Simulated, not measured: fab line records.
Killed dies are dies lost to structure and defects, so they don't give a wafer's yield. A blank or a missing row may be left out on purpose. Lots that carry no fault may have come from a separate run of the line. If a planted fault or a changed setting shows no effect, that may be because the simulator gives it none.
fab line records	flow sky130
record: lots: 6	wafers: 18	last-day: 50
route steps=708 shown VT_ADJUST_PCH@144 SONOS_TUNNEL@154 PAD_OPEN@708
lots that met no fault: taken from a fault-free run of the same line
start-h: hours from the record's first day to the start of the lot's first wafer shown	wait-h: hours since the lot's step before	" unchanged from the row above	L1.1+2: one row covering several wafers at once	- value missing, or start not given	* or withheld: withheld	< > ~ a bound
route shown NAME@n: a module of which the file shows steps, and the number in the route of the first	usual: mean/standard deviation of fault-free wafers	same: alike in all rows	chamber/n: place in a boat	sites: per-site readings	_std_site: how widely they spread, as a standard deviation	_edge_site: inner sites' mean taken away from outer sites' mean	radius-mm: how far each site lies from the wafer's centre	mask NAME#n: copy n	behind: tool/chamber where the wafer was last shaped	hold: cause of the lot's hold/its duration in hours/its outcome	device: whichever transistor did not switch (one of n, p or np)	end of line: tests run on the same wafers once the route is complete	step lacking rows: just its recipe	killed: the dies lost at the first sort to structure and to defects; this is not the yield of the wafer	map: shows each die of a wafer: x if killed, . if not, _ if none is there
set.NAME: setting as actually run; set.NAME@STEP: the setting as run at that earlier step	model.NAME: the simulator's own value behind a step, which no gauge read
certain route steps with their lots: each step a table, each wafer a row
services: a tool's chamber out of use, with start hour (start-h, from the record's first day; less than 0 if before it), hours out, and reason
== steps ==
step: SKY_VT_ADJUST_PCH_HMDS_01
recipe: prime-time-s: 60	prime-temp-c: 120
step: SKY_VT_ADJUST_PCH_COAT_02
recipe: spin-rpm: 2000	resist-thk-nm: 3000
step: SKY_VT_ADJUST_PCH_SOFTBAKE_03
recipe: temp-c: 110	time-s: withheld
step: SKY_VT_ADJUST_PCH_EXPOSE_04
recipe: mask-id: NWM	na: 0.6	source-shape: conventional	sigma-outer: 0.6	polarization: unpolarized	target-cd-nm: 840	dose-mj: 255
step: SKY_VT_ADJUST_PCH_PEB_05
recipe: temp-c: 115	time-s: withheld
step: SKY_VT_ADJUST_PCH_DEVELOP_06
recipe: wall-angle-deg: 90	developer: TMAH	develop-time-s: 60	dev-temp-c: 23
step: SKY_VT_ADJUST_PCH_OVL_MEAS_07
usual: VT_ADJUST_PCH_OVL: 0.1/1.3
lot.wafer	tool	chamber	start-h	wait-h	VT_ADJUST_PCH_OVL[nm]
L454.2	overlay-02	-	260.86	-	-0.6
L454.3	"	-	"	"	-0.5
L454.6	"	-	"	"	-1.1
L456.4	overlay-02	-	277.17	-	0.9
L456.5	"	-	"	"	2.3
L456.6	"	-	"	"	1.9
L457.2	overlay-02	-	282.31	-	-0.7
L457.4	"	-	"	"	0.1
L457.5	"	-	"	"	0.8
L466.1	overlay-02	-	361.30	-	-2.9
L466.2	"	-	"	"	-1.7
L466.6	"	-	"	"	-2.3
L467.1	overlay-01	-	377.20	-	1.4
L467.4	"	-	"	"	0.1
L467.6	"	-	"	"	0.0
L471.2	overlay-01	-	395.14	-	1.7
L471.3	"	-	"	"	1.0
L471.6	"	-	"	"	1.0
step: SKY_VT_ADJUST_PCH_IMPLANT_08
recipe: species: B	energy-kev: 10	dose-cm2: 4.926e+11	tilt-deg: withheld
step: SKY_VT_ADJUST_PCH_STRIP_09
recipe: chemistry: O2/N2	power-w: 1400	pressure-mtorr: 1500	platen-temp-c: withheld	o2-flow-sccm: 3000	n2-flow-sccm: 300	overash-fraction: 0.5
usual: drypump-motor-current-A: 6.11/0.27	oes-product-au: 0.723/0.004	strip-time-to-endpoint-s: 36.92/0.099
lot.wafer	tool	chamber	start-h	wait-h	drypump-motor-current-A	oes-product-au	rf-hours-counter-h	strip-time-to-endpoint-s
L454.2	plasma-asher-04	0	261.04	0.1	5.95	0.728	56	36.82
L454.3	"	1	"	"	5.53	0.727	-	36.75
L454.6	"	1	"	"	5.54	0.721	-	36.80
L456.4	plasma-asher-03	1	277.37	0.1	6.16	0.719	-	37.02
L456.5	"	1	"	"	6.16	0.722	-	36.95
L456.6	"	0	"	"	5.90	0.732	-	37.00
L457.2	plasma-asher-01	1	282.49	0.1	6.28	0.720	48	37.03
L457.4	"	0	"	"	6.41	0.729	-	36.92
L457.5	"	0	"	"	6.42	0.729	-	36.99
L466.1	plasma-asher-03	1	361.49	0.1	6.15	0.723	68	36.77
L466.2	"	0	"	"	5.89	0.720	68	36.84
L466.6	"	0	"	"	5.90	0.722	-	36.83
L467.1	plasma-asher-01	1	377.39	0.1	6.32	0.732	57	36.89
L467.4	"	0	"	"	6.44	0.726	-	36.84
L467.6	"	0	"	"	6.44	0.724	-	36.93
L471.2	plasma-asher-01	1	395.32	0.1	6.31	0.715	59	36.95
L471.3	"	0	"	"	6.42	0.718	-	36.92
L471.6	"	1	"	"	6.29	0.717	-	36.97
step: SKY_VT_ADJUST_PCH_TW_MEAS_10
usual: VT_ADJUST_PCH_TW: 142.8/0.85
lot.wafer	tool	chamber	start-h	wait-h	VT_ADJUST_PCH_TW
L454.2	film-metro-04	-	261.15	0.1	143.7
L454.3	"	-	"	"	143.3
L454.6	"	-	"	"	142.3
L456.4	film-metro-04	-	277.47	0.1	142.9
L456.5	"	-	"	"	144.0
L456.6	"	-	"	"	143.3
L457.2	film-metro-01	-	282.60	0.1	143.8
L457.4	"	-	"	"	143.7
L457.5	"	-	"	"	144.4
L466.1	film-metro-02	-	361.59	0.1	141.4
L466.2	"	-	"	"	141.1
L466.6	"	-	"	"	141.6
L467.1	film-metro-02	-	377.49	0.1	141.1
L467.4	"	-	"	"	141.7
L467.6	"	-	"	"	141.9
L471.2	film-metro-01	-	395.43	0.1	142.6
L471.3	"	-	"	"	143.3
L471.6	"	-	"	"	143.0
step: SKY_SONOS_TUNNEL_DEHYDRATE_00
recipe: temp-c: 200	time-s: 60
step: SKY_SONOS_TUNNEL_HMDS_01
recipe: prime-time-s: 60	prime-temp-c: 120
step: SKY_SONOS_TUNNEL_COAT_02
recipe: resist: NOVOLAK	spin-rpm: 3000	resist-thk-nm: 1140
usual: chill-plate-temp-C: 22.98/0.092	dispense-pressure-kPa: 53/4
lot.wafer	tool	chamber	start-h	wait-h	chill-plate-temp-C	dispense-pressure-kPa
L454.2	litho-track-03	0	273.11	0.1	22.96	57
L454.3	"	0	"	"	22.97	57
L454.6	"	0	"	"	22.83	57
L456.4	litho-track-02	-	289.21	0.1	-	-
L456.5	"	-	"	"	-	-
L456.6	"	-	"	"	-	-
L457.2	litho-track-04	-	294.63	0.1	-	-
L457.4	"	-	"	"	-	-
L457.5	"	-	"	"	-	-
L466.1	litho-track-04	0	375.25	0.1	22.87	53
L466.2	"	0	"	"	22.84	53
L466.6	"	0	"	"	22.89	53
L467.1	litho-track-03	0	391.58	0.1	23.00	57
L467.4	"	0	"	"	22.90	57
L467.6	"	0	"	"	22.98	57
L471.2	litho-track-04	0	409.93	0.1	23.03	53
L471.3	"	0	"	"	23.05	53
L471.6	"	0	"	"	22.96	53
step: SKY_SONOS_TUNNEL_SOFTBAKE_03
recipe: temp-c: 90	time-s: 60	resist: NOVOLAK
step: SKY_SONOS_TUNNEL_EXPOSE_04
recipe: mask-id: TUNM	na: 0.6	source-shape: conventional	sigma-outer: 0.6	polarization: unpolarized	target-cd-nm: 410	dose-mj: 136
step: SKY_SONOS_TUNNEL_PEB_05
recipe: temp-c: withheld	time-s: *	resist: NOVOLAK
step: SKY_SONOS_TUNNEL_DEVELOP_06
recipe: resist: NOVOLAK	developer: TMAH	develop-time-s: 60	dev-temp-c: 23
step: SKY_SONOS_TUNNEL_CD_MEAS_07
recipe: target-cd-nm: 410
usual: cd-nm: 410.2/2.2
lot.wafer	tool	chamber	start-h	wait-h	cd-nm
L454.2	cd-sem-01	-	285.82	0.1	407.2
L454.3	"	-	"	"	405.2
L454.6	"	-	"	"	407.3
L456.4	cd-sem-02	-	301.95	0.1	-
L456.5	"	-	"	"	-
L456.6	"	-	"	"	-
L457.2	cd-sem-02	-	306.67	0.1	-
L457.4	"	-	"	"	-
L457.5	"	-	"	"	-
L466.1	cd-sem-02	-	390.09	0.1	408.6
L466.2	"	-	"	"	409.6
L466.6	"	-	"	"	411.1
L467.1	cd-sem-01	-	406.09	0.1	407.3
L467.4	"	-	"	"	405.8
L467.6	"	-	"	"	408.5
L471.2	cd-sem-01	-	425.22	0.1	406.8
L471.3	"	-	"	"	406.8
L471.6	"	-	"	"	408.3
step: SKY_SONOS_TUNNEL_OVL_MEAS_08
usual: SONOS_TUNNEL_OVL: 0.0/1.8
lot.wafer	tool	chamber	start-h	wait-h	SONOS_TUNNEL_OVL[nm]
L454.2	overlay-02	-	285.93	0.1	-0.5
L454.3	"	-	"	"	-0.1
L454.6	"	-	"	"	-0.5
L456.4	overlay-02	-	302.02	0.1	-
L456.5	"	-	"	"	-
L456.6	"	-	"	"	-
L457.2	overlay-01	-	306.78	0.1	-
L457.4	"	-	"	"	-
L457.5	"	-	"	"	-
L466.1	overlay-01	-	390.21	0.1	-4.3
L466.2	"	-	"	"	-3.1
L466.6	"	-	"	"	-3.7
L467.1	overlay-02	-	406.21	0.1	0.2
L467.4	"	-	"	"	0.5
L467.6	"	-	"	"	0.1
L471.2	overlay-01	-	425.33	0.1	-3.3
L471.3	"	-	"	"	-1.6
L471.6	"	-	"	"	-2.9
step: SKY_PAD_OPEN_PROBE_99
usual: killed_at_M0_to_M3: 44/7.8	killed_at_M4_up: 2.9/1.7	killed-at-contacts: 24/5.4	killed-at-front-end: 15/4.5	killed-at-other: 0.3/0.55	killed-dies: 87/10	killed-on-rim: 17/4.1	killed-open: 48/7.4	killed-short: 39/5.9
same: gross-dies: 492	killed-at-back-side: 0
lot.wafer	tool	chamber	start-h	wait-h	killed_at_M0_to_M3	killed_at_M4_up	killed-at-contacts	killed-at-front-end	killed-at-other	killed-dies	killed-on-rim	killed-open	killed-short
L456.4	prober-01	-	1119.04	0.2	37	5	19	431	0	492	96	43	38
L456.5	prober-01	-	1119.09	0.2	26	1	20	444	1	492	96	30	29
L456.6	prober-01	-	1119.14	0.2	47	4	34	407	0	492	96	58	40
L457.2	prober-01	-	1121.12	0.1	46	2	24	420	0	492	96	47	40
L457.4	prober-01	-	1121.22	0.2	42	1	31	418	0	492	96	52	41
L457.5	prober-01	-	1121.27	0.2	39	0	24	429	0	492	96	51	30
L466.1	prober-01	-	1172.76	0.1	47	3	19	15	0	84	21	40	44
L466.2	prober-01	-	1172.81	0.1	45	2	25	19	1	92	19	52	40
L466.6	prober-01	-	1173.01	0.2	52	3	24	20	0	99	23	50	49
L467.1	prober-01	-	1186.12	0.1	48	3	21	11	1	84	20	49	35
L467.4	prober-01	-	1186.27	0.2	34	4	23	14	0	75	13	43	32
L467.6	prober-01	-	1186.37	0.2	39	4	18	9	0	70	10	37	33
L471.2	prober-02	-	1192.57	0.1	46	6	20	10	1	83	15	42	41
L471.3	prober-02	-	1192.62	0.2	32	4	23	15	0	74	5	38	36
L471.6	prober-02	-	1192.77	0.2	66	4	26	13	0	109	26	60	49
killed by level:class
L456.4 SONOS_TUNNEL:area-expose=411 CONTACT:geometric-particle:open=9 VIA1:geometric-particle:open=7 FIELD_ISO:geometric-particle:open=6 LI_CONTACT:geometric-particle:open=6 METAL1:geometric-particle:short=6 FIELD_ISO:geometric-particle:short=4 METAL1:geometric-particle:open=4
L456.5 SONOS_TUNNEL:area-expose=433 VIA1:geometric-particle:open=11 CONTACT:geometric-particle:open=7 CONTACT:geometric-particle:short=6 POLY_GATE:geometric-particle:short=4 FIELD_ISO:geometric-particle:open=3 LI_CONTACT:geometric-particle:open=3 VIA3:geometric-particle:short=3
L456.6 SONOS_TUNNEL:area-expose=394 CONTACT:geometric-particle:open=15 VIA3:geometric-particle:open=9 LOCAL_INTERCONNECT:geometric-particle:short=7 CONTACT:geometric-particle:short=7 VIA2:geometric-particle:open=7 FIELD_ISO:geometric-particle:open=6 METAL1:geometric-particle:short=6
L457.2 SONOS_TUNNEL:area-expose=405 VIA1:geometric-particle:open=11 VIA3:geometric-particle:open=8 FIELD_ISO:geometric-particle:short=7 LI_CONTACT:geometric-particle:open=7 VIA2:geometric-particle:open=7 VIA1:geometric-particle:short=5 METAL1:geometric-particle:short=5
L457.4 SONOS_TUNNEL:area-expose=399 CONTACT:geometric-particle:open=13 VIA2:geometric-particle:open=12 VIA1:geometric-particle:open=8 FIELD_ISO:geometric-particle:short=7 VIA1:geometric-particle:short=7 LI_CONTACT:geometric-particle:open=6 CONTACT:geometric-particle:short=6
L457.5 SONOS_TUNNEL:area-expose=411 CONTACT:geometric-particle:open=12 VIA3:geometric-particle:open=11 VIA2:geometric-particle:open=8 VIA1:geometric-particle:open=6 FIELD_ISO:geometric-particle:open=4 FIELD_ISO:geometric-particle:short=4 VIA3:geometric-particle:short=4
L466.1 POLY_GATE:geometric-particle:short=7 METAL1:geometric-particle:short=7 VIA2:geometric-particle:open=7 LI_CONTACT:geometric-particle:open=6 CONTACT:geometric-particle:open=6 VIA3:geometric-particle:open=5 METAL2:geometric-particle:short=4 METAL3:geometric-particle:open=4
L466.2 VIA1:geometric-particle:open=16 CONTACT:geometric-particle:open=9 LI_CONTACT:geometric-particle:open=8 METAL2:geometric-particle:short=8 FIELD_ISO:geometric-particle:open=6 POLY_GATE:geometric-particle:short=6 VIA1:geometric-particle:short=5 CONTACT:geometric-particle:short=4
L466.6 VIA1:geometric-particle:open=10 POLY_GATE:geometric-particle:short=8 CONTACT:geometric-particle:open=8 METAL1:geometric-particle:short=8 CONTACT:geometric-particle:short=6 METAL2:geometric-particle:short=6 VIA2:geometric-particle:open=6 VIA2:geometric-particle:short=6
L467.1 VIA1:geometric-particle:open=13 VIA3:geometric-particle:open=8 LI_CONTACT:geometric-particle:open=6 CONTACT:geometric-particle:open=6 LOCAL_INTERCONNECT:geometric-particle:short=5 VIA2:geometric-particle:open=5 METAL2:geometric-particle:short=4 VIA3:geometric-particle:short=4
L467.4 CONTACT:geometric-particle:open=13 VIA1:geometric-particle:open=7 VIA3:geometric-particle:open=6 POLY_GATE:geometric-particle:short=5 VIA1:geometric-particle:short=5 LI_CONTACT:geometric-particle:open=4 VIA2:geometric-particle:open=4 METAL4:geometric-particle:short=4
L467.6 METAL1:geometric-particle:short=8 CONTACT:geometric-particle:open=7 VIA1:geometric-particle:open=7 VIA3:geometric-particle:open=6 LI_CONTACT:geometric-particle:open=5 CONTACT:geometric-particle:short=3 VIA1:geometric-particle:short=3 METAL2:geometric-particle:short=3
L471.2 VIA3:geometric-particle:open=9 METAL2:geometric-particle:short=8 VIA2:geometric-particle:open=8 LI_CONTACT:geometric-particle:open=7 CONTACT:geometric-particle:open=6 FIELD_ISO:geometric-particle:short=5 VIA1:geometric-particle:open=5 METAL4:geometric-particle:short=5
L471.3 VIA1:geometric-particle:open=7 LI_CONTACT:geometric-particle:open=6 VIA3:geometric-particle:open=6 CONTACT:geometric-particle:short=5 CONTACT:geometric-particle:open=5 FIELD_ISO:geometric-particle:short=4 FIELD_ISO:geometric-particle:open=3 POLY_GATE:geometric-particle:open=3
L471.6 VIA3:geometric-particle:open=15 VIA1:geometric-particle:open=11 METAL2:geometric-particle:short=10 CONTACT:geometric-particle:open=8 LI_CONTACT:geometric-particle:open=7 VIA2:geometric-particle:open=7 VIA3:geometric-particle:short=7 LOCAL_INTERCONNECT:geometric-particle:short=5
map L456.4 (x killed, . not)
__________xxxxxxxxxx_________
________xxxxxxxxxxxxxx_______
______xxxxxxxxxxxxxxxxxx_____
_____xxxxxxxxxxxxxxxxxxxx____
____xxxxxxxxxxxxxxxxxxxxxx___
___xxxxxxxxxxxxxxxxxxxxxxxx__
__xxxxxxxxxxxxxxxxxxxxxxxxxx_
_xxxxxxxxxxxxxxxxxxxxxxxxxxxx
_xxxxxxxxxxxxxxxxxxxxxxxxxxxx
_xxxxxxxxxxxxxxxxxxxxxxxxxxxx
_xxxxxxxxxxxxxxxxxxxxxxxxxxxx
_xxxxxxxxxxxxxxxxxxxxxxxxxxxx
_xxxxxxxxxxxxxxxxxxxxxxxxxxxx
_xxxxxxxxxxxxxxxxxxxxxxxxxxxx
_xxxxxxxxxxxxxxxxxxxxxxxxxxxx
__xxxxxxxxxxxxxxxxxxxxxxxxxx_
___xxxxxxxxxxxxxxxxxxxxxxxx__
____xxxxxxxxxxxxxxxxxxxxxx___
_____xxxxxxxxxxxxxxxxxxxx____
______xxxxxxxxxxxxxxxxxx_____
________xxxxxxxxxxxxxx_______
__________xxxxxxxxxx_________
map L457.2 (x killed, . not)
__________xxxxxxxxxx_________
________xxxxxxxxxxxxxx_______
______xxxxxxxxxxxxxxxxxx_____
_____xxxxxxxxxxxxxxxxxxxx____
____xxxxxxxxxxxxxxxxxxxxxx___
___xxxxxxxxxxxxxxxxxxxxxxxx__
__xxxxxxxxxxxxxxxxxxxxxxxxxx_
_xxxxxxxxxxxxxxxxxxxxxxxxxxxx
_xxxxxxxxxxxxxxxxxxxxxxxxxxxx
_xxxxxxxxxxxxxxxxxxxxxxxxxxxx
_xxxxxxxxxxxxxxxxxxxxxxxxxxxx
_xxxxxxxxxxxxxxxxxxxxxxxxxxxx
_xxxxxxxxxxxxxxxxxxxxxxxxxxxx
_xxxxxxxxxxxxxxxxxxxxxxxxxxxx
_xxxxxxxxxxxxxxxxxxxxxxxxxxxx
__xxxxxxxxxxxxxxxxxxxxxxxxxx_
___xxxxxxxxxxxxxxxxxxxxxxxx__
____xxxxxxxxxxxxxxxxxxxxxx___
_____xxxxxxxxxxxxxxxxxxxx____
______xxxxxxxxxxxxxxxxxx_____
________xxxxxxxxxxxxxx_______
__________xxxxxxxxxx_________
== services ==
tool	chamber	start-h	hours	kind
plasma-asher-01	-	250.40	1.2	repair
plasma-asher-04	-	263.60	0.6	repair
plasma-asher-03	-	375.22	11.3	repair
plasma-asher-01	-	375.27	1.5	repair
== key ==
first-sign: step: SKY_SONOS_TUNNEL_COAT_02	reading: tool-record	direction: missing
effect: step: SKY_SONOS_TUNNEL_CD_MEAS_07	reading: cd-nm	direction: missing
effect: step: SKY_SONOS_TUNNEL_OVL_MEAS_08	reading: SONOS_TUNNEL_OVL	direction: missing
effect: step: SKY_PAD_OPEN_PROBE_99	reading: killed-at-front-end	direction: up	sigmas: 92	usual: 15	struck: 425
more-kills-born-at: SKY_SONOS_TUNNEL_EXPOSE_04@iline-stepper-01: 1238	SKY_SONOS_TUNNEL_EXPOSE_04@iline-stepper-02: 1215
met-at SKY_SONOS_TUNNEL_COAT_02
struck-wafers L456.4,L456.5,L456.6,L457.2,L457.4,L457.5
later-rows-left-out L456.4,L456.5,L456.6,L457.2,L457.4,L457.5
tester-left-out L456,L457
fault: kind: skipped-step-whole	tool: litho-track-02,litho-track-04	chamber: -	onset-h: 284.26	steps: SKY_SONOS_TUNNEL_COAT_02	scope: struck-lots-only
tester-left-out: of these lots the tester's yield and bins aren't shown, on N5 and GAA mostly nor the transistor test; their killed dies are dies lost to structure and defects alone, not to doping, threshold or leakage, so they don't give the yield
later-rows-left-out: the simulator's readings of these wafers behind a module that went badly wrong aren't trusted and aren't shown, but for the sort
